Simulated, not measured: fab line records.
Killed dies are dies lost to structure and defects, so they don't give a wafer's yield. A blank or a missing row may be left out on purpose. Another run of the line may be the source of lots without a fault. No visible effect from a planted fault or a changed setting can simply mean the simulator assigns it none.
fab line records	flow sky130
record lots=13	wafers=39	last-day=50
route steps=708 shown METAL3@563 VIA3@586 CAP2M@617 METAL4@630 PAD_OPEN@708
lots that met no fault: taken from a fault-free run of the same line
start-h: hours from the record's first day to the start of the lot's first wafer shown	wait-h: how many hours have passed since the lot's step before this one	" the same as in the row above	L1.1+2: one row covering several wafers at once	- no value present, or no start provided	* or withheld: withheld	< > ~ a bound
route shown NAME@n: a module of which the file shows steps, and the number in the route of the first	usual: the fault-free wafers' mean and standard deviation	same: alike in all rows	chamber/n: place in a boat	sites: the reading at each site	_std_site: the values' standard deviation	_edge_site: mean of outer sites minus mean of inner sites	radius-mm: how far each site lies from the wafer's centre	mask NAME#n: copy n	behind: the most recent tool/chamber to have shaped the wafer	hold: why the lot went on hold/how many hours it stayed there/how the hold came to an end	device: which transistor (n, p or np) failed to switch	end of line: the same wafers' tests at the end of the route	where a step has no rows: the recipe by itself	killed: the dies lost at the first sort to structure and to defects; this is not the yield of the wafer	map: a wafer's dies, x killed, . not, _ none there
set.NAME: setting as actually run; set.NAME@STEP: the setting as run at that earlier step	model.NAME: the simulator's own value behind a step, which no gauge read
route steps across a sampled set of lots; one table per step, one row per wafer
services: from which hour (start-h, from the record's first day; less than 0 if before it) a tool's chamber was out of use, for how many hours, and why
## steps
# step SKY_METAL3_CD_MEAS_13
# recipe target-cd-nm=300
# usual cd-nm=300.2/1.5
lot.wafer	tool	chamber	start-h	wait-h	cd-nm
L365.2	cd-sem-01	-	895.13	-	301.4
L365.5	"	-	"	"	299.7
L365.6	"	-	"	"	301.1
L366.1	cd-sem-01	-	900.90	-	302.5
L366.2	"	-	"	"	303.2
L366.3	"	-	"	"	302.9
L368.1	cd-sem-02	-	917.86	-	299.6
L368.3	"	-	"	"	298.5
L368.4	"	-	"	"	300.0
L369.1	cd-sem-01	-	928.66	-	296.6
L369.2	"	-	"	"	299.0
L369.5	"	-	"	"	297.4
L372.1	cd-sem-01	-	953.11	-	300.4
L372.2	"	-	"	"	299.7
L372.5	"	-	"	"	300.2
L378.3	cd-sem-02	-	995.55	-	301.2
L378.4	"	-	"	"	301.4
L378.6	"	-	"	"	300.4
L379.2	cd-sem-02	-	998.98	-	300.0
L379.3	"	-	"	"	300.2
L379.6	"	-	"	"	298.4
L382.1	cd-sem-02	-	1017.33	-	299.9
L382.2	"	-	"	"	300.6
L382.5	"	-	"	"	299.9
L383.2	cd-sem-01	-	1034.23	-	299.3
L383.3	"	-	"	"	299.1
L383.6	"	-	"	"	299.0
L384.1	cd-sem-01	-	1035.01	-	299.2
L384.3	"	-	"	"	299.2
L384.4	"	-	"	"	298.0
L385.3	cd-sem-01	-	1035.55	-	298.8
L385.4	"	-	"	"	300.4
L385.6	"	-	"	"	299.3
L386.2	cd-sem-02	-	1043.23	-	302.7
L386.4	"	-	"	"	302.3
L386.5	"	-	"	"	301.6
L388.2	cd-sem-01	-	1057.83	-	297.9
L388.3	"	-	"	"	297.5
L388.6	"	-	"	"	298.9
# step SKY_VIA3_OVL_MEAS_13
# usual VIA3_OVL=1/5.8
lot.wafer	tool	chamber	start-h	wait-h	VIA3_OVL[nm]
L365.2	overlay-02	-	922.08	0.1	-1
L365.5	"	-	"	"	0
L365.6	"	-	"	"	0
L366.1	overlay-02	-	927.98	0.1	11
L366.2	"	-	"	"	10
L366.3	"	-	"	"	8
L368.1	overlay-02	-	944.01	0.1	7
L368.3	"	-	"	"	3
L368.4	"	-	"	"	4
L369.1	overlay-02	-	954.18	0.1	-6
L369.2	"	-	"	"	3
L369.5	"	-	"	"	-7
L372.1	overlay-01	-	979.03	0.1	-1
L372.2	"	-	"	"	7
L372.5	"	-	"	"	1
L378.3	overlay-02	-	1020.35	0.1	7
L378.4	"	-	"	"	5
L378.6	"	-	"	"	6
L379.2	overlay-01	-	1023.89	0.1	-3
L379.3	"	-	"	"	-5
L379.6	"	-	"	"	-9
L382.1	overlay-01	-	1041.03	0.1	11
L382.2	"	-	"	"	6
L382.5	"	-	"	"	11
L383.2	overlay-01	-	1057.59	0.1	9
L383.3	"	-	"	"	4
L383.6	"	-	"	"	4
L384.1	overlay-01	-	1058.98	0.1	5
L384.3	"	-	"	"	1
L384.4	"	-	"	"	2
L385.3	overlay-01	-	1059.64	0.1	3
L385.4	"	-	"	"	-5
L385.6	"	-	"	"	-8
L386.2	overlay-02	-	1066.63	0.1	-4
L386.4	"	-	"	"	-2
L386.5	"	-	"	"	-3
L388.2	overlay-02	-	1080.29	0.1	4
L388.3	"	-	"	"	1
L388.6	"	-	"	"	-1
# step SKY_CAP2M_STRIP_14
# recipe chemistry=O2/N2	power-w=1400	pressure-mtorr=1500	platen-temp-c=withheld	o2-flow-sccm=3000	n2-flow-sccm=300	overash-fraction=0.5
# usual drypump-motor-current-A=5.5/0.39	o2-flow-sccm=3001/8.5	oes-product-au=0.710/0.0048	strip-time-to-endpoint-s=12.67/0.056
# same overash-fraction=0.5
lot.wafer	tool	chamber	start-h	wait-h	drypump-motor-current-A	o2-flow-sccm	oes-product-au	rf-hours-counter-h	strip-time-to-endpoint-s
L365.2	plasma-asher-04	1	947.42	0.1	4.7	3020	0.711	83	12.62
L365.5	"	0	"	"	5.2	2984	0.701	-	12.65
L365.6	"	1	"	"	4.7	3018	0.710	-	12.64
L366.1	plasma-asher-01	1	954.08	0.1	6.0	3002	0.708	21	12.67
L366.2	"	0	"	"	5.4	3010	0.702	21	12.60
L366.3	"	0	"	"	5.4	3003	0.710	-	12.68
L368.1	plasma-asher-01	1	970.35	0.1	6.0	2409	0.709	22	12.81
L368.3	"	0	"	"	5.4	2394	0.705	-	12.84
L368.4	"	1	"	"	6.0	2403	0.699	-	12.80
L369.1	plasma-asher-01	1	979.75	0.1	6.0	2399	0.699	23	12.84
L369.2	"	0	"	"	5.4	2389	0.698	23	12.80
L369.5	"	0	"	"	5.4	2395	0.698	-	12.80
L372.1	plasma-asher-02	0	1004.32	0.1	5.4	3010	0.711	57	12.71
L372.2	"	1	"	"	5.7	3004	0.711	57	12.82
L372.5	"	0	"	"	5.4	3003	0.713	-	12.74
L378.3	plasma-asher-04	0	1045.01	0.1	5.2	3003	0.715	-	12.58
L378.4	"	1	"	"	4.7	3002	0.713	-	12.52
L378.6	"	1	"	"	4.7	2994	0.707	-	12.49
L379.2	plasma-asher-02	0	1046.90	0.1	5.5	2994	0.703	62	12.66
L379.3	"	0	"	"	5.4	2977	0.707	-	12.68
L379.6	"	1	"	"	5.7	3005	0.706	-	12.68
L382.1	plasma-asher-01	0	1064.63	0.1	5.4	2993	0.713	32	12.69
L382.2	"	1	"	"	6.0	3005	0.707	32	12.65
L382.5	"	1	"	"	6.0	3012	0.701	-	12.65
L383.2	plasma-asher-04	1	1079.93	0.1	4.7	2996	0.704	96	12.66
L383.3	"	1	"	"	4.7	2987	0.714	-	12.62
L383.6	"	1	"	"	4.7	3001	0.714	-	12.59
L384.1	plasma-asher-01	0	1081.52	0.1	5.4	2984	0.711	34	12.68
L384.3	"	0	"	"	5.4	2994	0.709	-	12.66
L384.4	"	1	"	"	6.0	2993	0.711	-	12.65
L385.3	plasma-asher-02	0	1082.26	0.1	5.4	2999	0.718	-	12.70
L385.4	"	1	"	"	5.7	2997	0.703	-	12.78
L385.6	"	0	"	"	5.5	3012	0.710	-	12.73
L386.2	plasma-asher-02	1	1088.52	0.1	5.7	3010	0.717	66	12.72
L386.4	"	0	"	"	5.5	3006	0.718	-	12.72
L386.5	"	0	"	"	5.4	3002	0.709	-	12.65
L388.2	plasma-asher-01	0	1102.63	0.1	5.4	2988	0.708	36	12.68
L388.3	"	0	"	"	5.5	3003	0.713	-	12.62
L388.6	"	0	"	"	5.4	3000	0.713	-	12.63
# step SKY_METAL4_OVL_MEAS_14
# usual METAL4_OVL=-1/5.4
lot.wafer	tool	chamber	start-h	wait-h	METAL4_OVL[nm]
L365.2	overlay-01	-	972.08	0.1	-2
L365.5	"	-	"	"	-5
L365.6	"	-	"	"	-3
L366.1	overlay-02	-	978.68	0.1	4
L366.2	"	-	"	"	3
L366.3	"	-	"	"	7
L368.1	overlay-02	-	994.33	0.1	-8
L368.3	"	-	"	"	-9
L368.4	"	-	"	"	-13
L369.1	overlay-02	-	1004.43	0.1	5
L369.2	"	-	"	"	2
L369.5	"	-	"	"	2
L372.1	overlay-01	-	1027.98	0.1	3
L372.2	"	-	"	"	10
L372.5	"	-	"	"	4
L378.3	overlay-01	-	1067.84	0.1	2
L378.4	"	-	"	"	3
L378.6	"	-	"	"	4
L379.2	overlay-02	-	1068.84	0.1	-3
L379.3	"	-	"	"	-4
L379.6	"	-	"	"	2
L382.1	overlay-01	-	1086.13	0.1	0
L382.2	"	-	"	"	-1
L382.5	"	-	"	"	-9
L383.2	overlay-01	-	1100.89	0.1	-3
L383.3	"	-	"	"	3
L383.6	"	-	"	"	3
L384.1	overlay-02	-	1102.23	0.1	3
L384.3	"	-	"	"	-1
L384.4	"	-	"	"	10
L385.3	overlay-02	-	1103.19	0.1	-4
L385.4	"	-	"	"	-7
L385.6	"	-	"	"	-7
L386.2	overlay-01	-	1108.84	0.1	0
L386.4	"	-	"	"	1
L386.5	"	-	"	"	-1
L388.2	overlay-01	-	1123.34	0.1	-4
L388.3	"	-	"	"	2
L388.6	"	-	"	"	-1
# step SKY_PAD_OPEN_PROBE_99
# usual defect-limited-yield=82.5/1.8	killed_at_M0_to_M3=42/6.6	killed_at_M4_up=3.0/1.8	killed-at-contacts=25/5.1	killed-at-front-end=15/4.4	killed-at-other=0.3/0.56	killed-dies=86/8.6	killed-on-rim=17/3.9	killed-open=47/6.9	killed-short=38/6	sort_bin_3_pad_short=0.8/0.42	sort_bin_5_function=10.6/1.5	sort_bin_6_memory=6.1/1.1	sort-n-pass=406/8.6	sort-yield-pct=82.5/1.8
# same gross-dies=492	killed-at-back-side=0	sort_bin_4_leakage[%]=0	sort_bin_8_speed[%]=0
lot.wafer	tool	chamber	start-h	wait-h	defect-limited-yield[%]	killed_at_M0_to_M3	killed_at_M4_up	killed-at-contacts	killed-at-front-end	killed-at-other	killed-dies	killed-on-rim	killed-open	killed-short	sort_bin_3_pad_short[%]	sort_bin_5_function[%]	sort_bin_6_memory[%]	sort-n-pass	sort-yield-pct[%]
L365.2	prober-01	-	1068.52	0.1	81.3	44	6	21	21	0	92	17	51	41	1.2	10.8	6.7	400	81.3
L365.5	prober-01	-	1068.67	0.2	83.7	35	4	25	16	0	80	13	47	33	0.8	8.7	6.7	412	83.7
L365.6	prober-01	-	1068.72	0.2	82.3	43	2	27	14	1	87	17	58	29	0.4	10.4	6.9	405	82.3
L366.1	prober-02	-	1074.53	0.1	85.0	26	4	24	20	0	74	12	39	33	0.6	8.5	5.9	418	85.0
L366.2	prober-02	-	1074.58	0.1	80.3	54	1	30	12	0	97	23	52	44	1.6	10.4	7.7	395	80.3
L366.3	prober-02	-	1074.63	0.2	84.8	31	1	34	9	0	75	12	42	33	0.4	9.8	5.1	417	84.8
L368.1	prober-02	-	1087.36	0.1	82.7	37	3	25	20	0	85	13	44	41	0.6	11.2	5.5	407	82.7
L368.3	prober-02	-	1087.46	0.2	80.7	34	2	45	14	0	95	21	61	34	0.4	11.2	7.7	397	80.7
L368.4	prober-02	-	1087.51	0.2	82.5	45	3	31	7	0	86	17	41	45	0.4	11.4	5.7	406	82.5
L369.1	prober-01	-	1097.57	0.1	78.9	50	6	32	16	0	104	19	56	48	1.6	11.6	7.9	388	78.9
L369.2	prober-01	-	1097.62	0.1	82.9	43	3	24	13	1	84	19	40	44	1.0	10.0	6.1	408	82.9
L369.5	prober-01	-	1097.77	0.2	84.3	40	5	24	8	0	77	16	37	39	0.8	8.1	6.7	415	84.3
L372.1	prober-02	-	1117.53	0.1	83.7	44	1	23	11	1	80	13	48	32	0.2	9.3	6.7	412	83.7
L372.2	prober-02	-	1117.58	0.1	84.6	32	3	29	12	0	76	12	32	44	1.4	10.6	3.5	416	84.6
L372.5	prober-02	-	1117.73	0.2	79.9	49	2	31	17	0	99	14	55	44	0.8	12.8	6.5	393	79.9
L378.3	prober-02	-	1152.73	0.2	86.8	36	4	19	6	0	65	11	34	31	0.6	7.3	5.3	427	86.8
L378.4	prober-02	-	1152.78	0.2	81.9	46	2	29	12	0	89	20	53	36	0.6	11.0	6.5	403	81.9
L378.6	prober-02	-	1152.88	0.2	85.0	37	7	18	12	0	74	7	42	32	0.6	8.7	5.7	418	85.0
L379.2	prober-01	-	1154.13	0.1	80.9	42	1	30	21	0	94	19	61	32	0.8	11.0	7.3	398	80.9
L379.3	prober-01	-	1154.18	0.2	85.2	39	6	19	9	0	73	16	39	33	0.6	9.8	4.5	419	85.2
L379.6	prober-01	-	1154.33	0.2	85.6	38	2	16	15	0	71	11	45	25	0.8	7.5	6.1	421	85.6
L382.1	prober-02	-	1168.08	0.1	83.9	46	2	21	10	0	79	18	50	29	0.8	9.6	5.7	413	83.9
L382.2	prober-02	-	1168.13	0.1	81.9	41	3	23	21	1	89	14	49	39	1.2	11.0	5.9	403	81.9
L382.5	prober-02	-	1168.28	0.2	85.0	36	3	22	13	0	74	13	38	36	0	8.1	6.9	418	85.0
L383.2	prober-01	-	1180.70	0.1	80.7	48	3	29	15	0	95	17	53	40	1.2	11.4	6.7	397	80.7
L383.3	prober-01	-	1180.75	0.2	81.7	46	4	31	9	0	90	21	55	34	0.6	11.2	6.5	402	81.7
L383.6	prober-01	-	1180.90	0.2	78.9	54	4	28	17	1	104	22	54	49	1.8	12.0	7.3	388	78.9
L384.1	prober-02	-	1181.87	0.1	82.5	44	2	20	19	1	86	16	52	33	0.8	10.6	6.1	406	82.5
L384.3	prober-02	-	1181.97	0.2	84.8	26	1	32	16	0	75	15	41	34	0.2	10.2	4.9	417	84.8
L384.4	prober-02	-	1182.02	0.2	83.5	41	1	21	18	0	81	16	45	35	0.2	12.6	3.7	411	83.5
L385.3	prober-01	-	1182.91	0.2	82.1	49	0	25	14	0	88	21	46	42	0.6	10.6	6.7	404	82.1
L385.4	prober-01	-	1182.96	0.2	83.3	36	7	22	15	2	82	13	48	34	1.0	11.2	4.5	410	83.3
L385.6	prober-01	-	1183.06	0.2	85.2	34	3	23	12	1	73	12	45	28	0.6	9.1	5.1	419	85.2
L386.2	prober-02	-	1187.64	0.1	80.5	47	2	31	16	0	96	19	50	46	1.2	10.8	7.5	396	80.5
L386.4	prober-02	-	1187.74	0.2	85.6	36	1	20	13	1	71	19	35	36	0.6	9.8	4.1	421	85.6
L386.5	prober-02	-	1187.79	0.2	79.3	54	1	32	15	0	102	19	63	39	0.8	13.6	6.3	390	79.3
L388.2	prober-02	-	1198.58	0.1	82.3	45	7	25	9	1	87	20	49	38	0.6	10.6	6.5	405	82.3
L388.3	prober-02	-	1198.63	0.2	80.1	42	5	36	15	0	98	17	56	42	0.8	13.2	5.9	394	80.1
L388.6	prober-02	-	1198.78	0.2	84.3	43	1	20	13	0	77	18	47	30	0.6	8.5	6.5	415	84.3
# killed by level:class
L365.2 VIA1:geometric-particle:open=14 FIELD_ISO:geometric-particle:short=9 CONTACT:geometric-particle:open=9 LI_CONTACT:geometric-particle:open=6 VIA2:geometric-particle:open=6 POLY_GATE:geometric-particle:short=5 VIA3:geometric-particle:short=5 FIELD_ISO:geometric-particle:open=4
L365.5 CONTACT:geometric-particle:open=13 VIA1:geometric-particle:open=10 FIELD_ISO:geometric-particle:short=7 METAL1:geometric-particle:short=7 LI_CONTACT:geometric-particle:open=6 POLY_GATE:geometric-particle:open=4 VIA3:geometric-particle:open=4 VIA1:geometric-particle:short=3
L365.6 VIA1:geometric-particle:open=20 CONTACT:geometric-particle:open=12 LI_CONTACT:geometric-particle:open=7 VIA3:geometric-particle:open=6 LOCAL_INTERCONNECT:geometric-particle:short=4 VIA1:geometric-particle:short=4 VIA2:geometric-particle:open=4 FIELD_ISO:geometric-particle:short=3
L366.1 CONTACT:geometric-particle:open=8 FIELD_ISO:geometric-particle:short=5 FIELD_ISO:geometric-particle:open=5 CONTACT:geometric-particle:short=5 POLY_GATE:geometric-particle:short=5 LOCAL_INTERCONNECT:geometric-particle:short=5 VIA1:geometric-particle:open=5 VIA3:geometric-particle:open=4
L366.2 VIA3:geometric-particle:open=11 LI_CONTACT:geometric-particle:open=9 VIA2:geometric-particle:open=9 VIA1:geometric-particle:open=8 CONTACT:geometric-particle:open=7 METAL1:geometric-particle:short=7 METAL2:geometric-particle:short=6 POLY_GATE:geometric-particle:short=5
L366.3 LI_CONTACT:geometric-particle:open=11 CONTACT:geometric-particle:open=9 VIA1:geometric-particle:open=7 LOCAL_INTERCONNECT:geometric-particle:short=6 LI_CONTACT:geometric-particle:short=5 VIA2:geometric-particle:open=5 METAL1:geometric-particle:short=4 METAL2:geometric-particle:short=3
L368.1 VIA1:geometric-particle:open=11 CONTACT:geometric-particle:open=10 FIELD_ISO:geometric-particle:short=7 POLY_GATE:geometric-particle:short=6 VIA2:geometric-particle:open=6 LI_CONTACT:geometric-particle:open=5 LOCAL_INTERCONNECT:geometric-particle:short=5 METAL2:geometric-particle:short=5
L368.3 CONTACT:geometric-particle:open=18 LI_CONTACT:geometric-particle:open=16 VIA2:geometric-particle:open=7 METAL1:geometric-particle:short=5 POLY_GATE:geometric-particle:open=4 POLY_GATE:geometric-particle:short=4 LOCAL_INTERCONNECT:geometric-particle:open=3 SPACER:geometric-particle:open=3
L368.4 VIA1:geometric-particle:open=11 CONTACT:geometric-particle:open=10 VIA1:geometric-particle:short=8 METAL2:geometric-particle:short=7 LI_CONTACT:geometric-particle:open=6 CONTACT:geometric-particle:short=6 METAL1:geometric-particle:short=5 LI_CONTACT:geometric-particle:short=4
L369.1 CONTACT:geometric-particle:open=12 VIA2:geometric-particle:open=8 LI_CONTACT:geometric-particle:open=7 LOCAL_INTERCONNECT:geometric-particle:short=7 METAL2:geometric-particle:short=7 POLY_GATE:geometric-particle:open=6 METAL3:geometric-particle:short=6 VIA3:geometric-particle:open=6
L369.2 CONTACT:geometric-particle:open=8 VIA2:geometric-particle:open=8 VIA1:geometric-particle:open=8 VIA3:geometric-particle:open=7 CONTACT:geometric-particle:short=6 FIELD_ISO:geometric-particle:short=5 LOCAL_INTERCONNECT:geometric-particle:short=5 METAL1:geometric-particle:short=4
L369.5 LI_CONTACT:geometric-particle:open=10 METAL1:geometric-particle:short=8 VIA1:geometric-particle:open=7 METAL2:geometric-particle:short=6 CONTACT:geometric-particle:open=5 VIA2:geometric-particle:short=5 LOCAL_INTERCONNECT:geometric-particle:short=4 METAL2:geometric-particle:open=4
L372.1 VIA1:geometric-particle:open=12 VIA2:geometric-particle:open=10 CONTACT:geometric-particle:open=9 LI_CONTACT:geometric-particle:open=7 FIELD_ISO:geometric-particle:short=5 LOCAL_INTERCONNECT:geometric-particle:short=4 VIA2:geometric-particle:short=4 CONTACT:geometric-particle:short=3
L372.2 METAL2:geometric-particle:short=9 LI_CONTACT:geometric-particle:short=7 LI_CONTACT:geometric-particle:open=7 CONTACT:geometric-particle:open=7 VIA2:geometric-particle:open=5 FIELD_ISO:geometric-particle:open=4 LOCAL_INTERCONNECT:geometric-particle:short=4 METAL1:geometric-particle:short=4
L372.5 VIA1:geometric-particle:open=13 CONTACT:geometric-particle:open=10 LI_CONTACT:geometric-particle:open=8 METAL1:geometric-particle:short=7 POLY_GATE:geometric-particle:open=5 METAL2:geometric-particle:short=5 VIA3:geometric-particle:open=5 FIELD_ISO:geometric-particle:open=4
L378.3 VIA1:geometric-particle:open=8 CONTACT:geometric-particle:open=6 METAL2:geometric-particle:short=6 VIA2:geometric-particle:open=6 CONTACT:geometric-particle:short=4 VIA1:geometric-particle:short=4 LOCAL_INTERCONNECT:geometric-particle:open=4 FIELD_ISO:geometric-particle:short=3
L378.4 VIA1:geometric-particle:open=12 LI_CONTACT:geometric-particle:open=10 VIA2:geometric-particle:open=9 LI_CONTACT:geometric-particle:short=7 CONTACT:geometric-particle:open=7 METAL2:geometric-particle:short=6 VIA1:geometric-particle:short=5 VIA3:geometric-particle:open=5
L378.6 VIA2:geometric-particle:open=7 POLY_GATE:geometric-particle:open=6 CONTACT:geometric-particle:short=6 CONTACT:geometric-particle:open=6 FIELD_ISO:geometric-particle:open=5 VIA1:geometric-particle:open=5 METAL1:geometric-particle:short=4 VIA1:geometric-particle:short=4
L379.2 CONTACT:geometric-particle:open=12 VIA1:geometric-particle:open=12 LI_CONTACT:geometric-particle:open=11 POLY_GATE:geometric-particle:open=7 VIA3:geometric-particle:open=7 METAL2:geometric-particle:short=5 FIELD_ISO:geometric-particle:short=4 FIELD_ISO:geometric-particle:open=4
L379.3 VIA1:geometric-particle:open=13 CONTACT:geometric-particle:open=8 VIA2:geometric-particle:open=6 FIELD_ISO:geometric-particle:short=4 METAL4:geometric-particle:short=4 VIA3:geometric-particle:short=4 FIELD_ISO:geometric-particle:open=3 LI_CONTACT:geometric-particle:open=3
L379.6 VIA3:geometric-particle:open=10 VIA1:geometric-particle:open=9 VIA2:geometric-particle:open=7 METAL2:geometric-particle:short=5 LI_CONTACT:geometric-particle:open=5 LOCAL_INTERCONNECT:geometric-particle:short=5 CONTACT:geometric-particle:open=5 FIELD_ISO:geometric-particle:open=4
L382.1 VIA1:geometric-particle:open=13 METAL1:geometric-particle:short=8 VIA3:geometric-particle:open=8 LI_CONTACT:geometric-particle:open=7 CONTACT:geometric-particle:open=7 FIELD_ISO:geometric-particle:open=4 POLY_GATE:geometric-particle:open=4 METAL3:geometric-particle:short=4
L382.2 VIA1:geometric-particle:open=11 FIELD_ISO:geometric-particle:short=9 VIA3:geometric-particle:open=9 CONTACT:geometric-particle:open=8 FIELD_ISO:geometric-particle:open=5 LI_CONTACT:geometric-particle:open=5 METAL3:geometric-particle:short=5 CONTACT:geometric-particle:short=4
L382.5 CONTACT:geometric-particle:open=11 VIA1:geometric-particle:open=8 METAL3:geometric-particle:short=6 POLY_GATE:geometric-particle:open=5 METAL1:geometric-particle:short=5 LOCAL_INTERCONNECT:geometric-particle:short=4 VIA2:geometric-particle:open=4 POLY_GATE:geometric-particle:short=3
L383.2 CONTACT:geometric-particle:open=15 VIA1:geometric-particle:open=12 METAL1:geometric-particle:short=9 VIA2:geometric-particle:open=9 CONTACT:geometric-particle:short=7 FIELD_ISO:geometric-particle:open=6 METAL2:geometric-particle:short=6 VIA3:geometric-particle:open=4
L383.3 VIA2:geometric-particle:open=14 CONTACT:geometric-particle:open=13 VIA1:geometric-particle:open=10 CONTACT:geometric-particle:short=8 LI_CONTACT:geometric-particle:open=5 FIELD_ISO:geometric-particle:open=4 METAL1:geometric-particle:short=4 METAL2:geometric-particle:short=4
L383.6 VIA1:geometric-particle:open=10 LI_CONTACT:geometric-particle:open=9 CONTACT:geometric-particle:short=9 VIA2:geometric-particle:open=9 CONTACT:geometric-particle:open=8 METAL1:geometric-particle:short=7 VIA1:geometric-particle:short=7 FIELD_ISO:geometric-particle:short=5
L384.1 VIA1:geometric-particle:open=11 POLY_GATE:geometric-particle:open=7 VIA3:geometric-particle:open=7 LI_CONTACT:geometric-particle:open=6 CONTACT:geometric-particle:open=6 METAL1:geometric-particle:short=6 VIA3:geometric-particle:short=6 VIA2:geometric-particle:open=5
L384.3 CONTACT:geometric-particle:open=13 CONTACT:geometric-particle:short=6 VIA3:geometric-particle:open=6 FIELD_ISO:geometric-particle:open=5 LI_CONTACT:geometric-particle:open=5 VIA1:geometric-particle:open=5 POLY_GATE:geometric-particle:short=4 LOCAL_INTERCONNECT:geometric-particle:short=4
L384.4 VIA1:geometric-particle:open=7 FIELD_ISO:geometric-particle:open=6 LOCAL_INTERCONNECT:geometric-particle:short=6 VIA3:geometric-particle:short=6 VIA1:geometric-particle:short=6 LI_CONTACT:geometric-particle:open=5 VIA2:geometric-particle:open=5 CONTACT:geometric-particle:open=5
L385.3 VIA1:geometric-particle:open=11 CONTACT:geometric-particle:open=7 LOCAL_INTERCONNECT:geometric-particle:short=6 POLY_GATE:geometric-particle:open=5 METAL1:geometric-particle:short=5 VIA1:geometric-particle:short=5 POLY_GATE:geometric-particle:short=4 LI_CONTACT:geometric-particle:open=4
L385.4 VIA2:geometric-particle:open=10 VIA1:geometric-particle:open=9 LI_CONTACT:geometric-particle:open=7 METAL4:geometric-particle:short=7 CONTACT:geometric-particle:open=6 CONTACT:geometric-particle:short=5 METAL1:geometric-particle:short=5 VIA3:geometric-particle:open=5
L385.6 LI_CONTACT:geometric-particle:open=8 VIA1:geometric-particle:open=8 CONTACT:geometric-particle:open=7 FIELD_ISO:geometric-particle:short=6 VIA2:geometric-particle:open=6 METAL2:geometric-particle:short=5 LI_CONTACT:geometric-particle:short=4 VIA3:geometric-particle:open=4
L386.2 VIA1:geometric-particle:open=10 LI_CONTACT:geometric-particle:open=9 CONTACT:geometric-particle:open=8 VIA3:geometric-particle:open=8 FIELD_ISO:geometric-particle:short=7 CONTACT:geometric-particle:short=6 VIA2:geometric-particle:open=5 METAL2:geometric-particle:short=5
L386.4 VIA1:geometric-particle:open=10 CONTACT:geometric-particle:open=7 METAL1:geometric-particle:short=6 VIA2:geometric-particle:open=6 CONTACT:geometric-particle:short=5 LOCAL_INTERCONNECT:geometric-particle:short=5 FIELD_ISO:geometric-particle:short=4 METAL2:geometric-particle:short=4
L386.5 VIA1:geometric-particle:open=13 CONTACT:geometric-particle:open=12 VIA2:geometric-particle:open=10 LI_CONTACT:geometric-particle:open=7 VIA3:geometric-particle:open=7 CONTACT:geometric-particle:short=7 METAL2:geometric-particle:short=7 FIELD_ISO:geometric-particle:open=6
L388.2 VIA1:geometric-particle:open=10 CONTACT:geometric-particle:open=9 VIA3:geometric-particle:open=8 VIA2:geometric-particle:open=7 LI_CONTACT:geometric-particle:open=6 METAL4:geometric-particle:short=6 VIA2:geometric-particle:short=6 VIA1:geometric-particle:short=5
L388.3 VIA1:geometric-particle:open=12 LI_CONTACT:geometric-particle:open=9 CONTACT:geometric-particle:open=9 CONTACT:geometric-particle:short=7 VIA2:geometric-particle:open=7 VIA3:geometric-particle:open=6 LI_CONTACT:geometric-particle:short=5 LOCAL_INTERCONNECT:geometric-particle:short=5
L388.6 VIA1:geometric-particle:open=16 CONTACT:geometric-particle:open=10 VIA1:geometric-particle:short=6 LI_CONTACT:geometric-particle:open=5 FIELD_ISO:geometric-particle:open=4 FIELD_ISO:geometric-particle:short=4 METAL1:geometric-particle:short=4 LOCAL_INTERCONNECT:geometric-particle:short=3
## services
tool	chamber	start-h	hours	kind
plasma-asher-01	-	1041.87	2.8	pm
## key
first-sign step=SKY_CAP2M_STRIP_14	reading=o2-flow-sccm	direction=down	sigmas=71	usual=3001	struck=2398
effect step=SKY_CAP2M_STRIP_14	reading=strip-time-to-endpoint-s	direction=up	sigmas=2.6	usual=*	struck=*
met-at SKY_CAP2M_STRIP_14
struck-lots L368,L369
not-acting-at SKY_METAL3_CD_MEAS_13,SKY_VIA3_OVL_MEAS_13,SKY_METAL4_OVL_MEAS_14
onset-between 954.08 970.35
fault kind=process-parameter-drift	tool=plasma-asher-01	chamber=-	onset-h=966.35	steps=SKY_CAP2M_STRIP_14	channel=o2-flow-sccm	offset=-600	shape=step	end-h=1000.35	acts-in=these-recipes-only	stated=3000
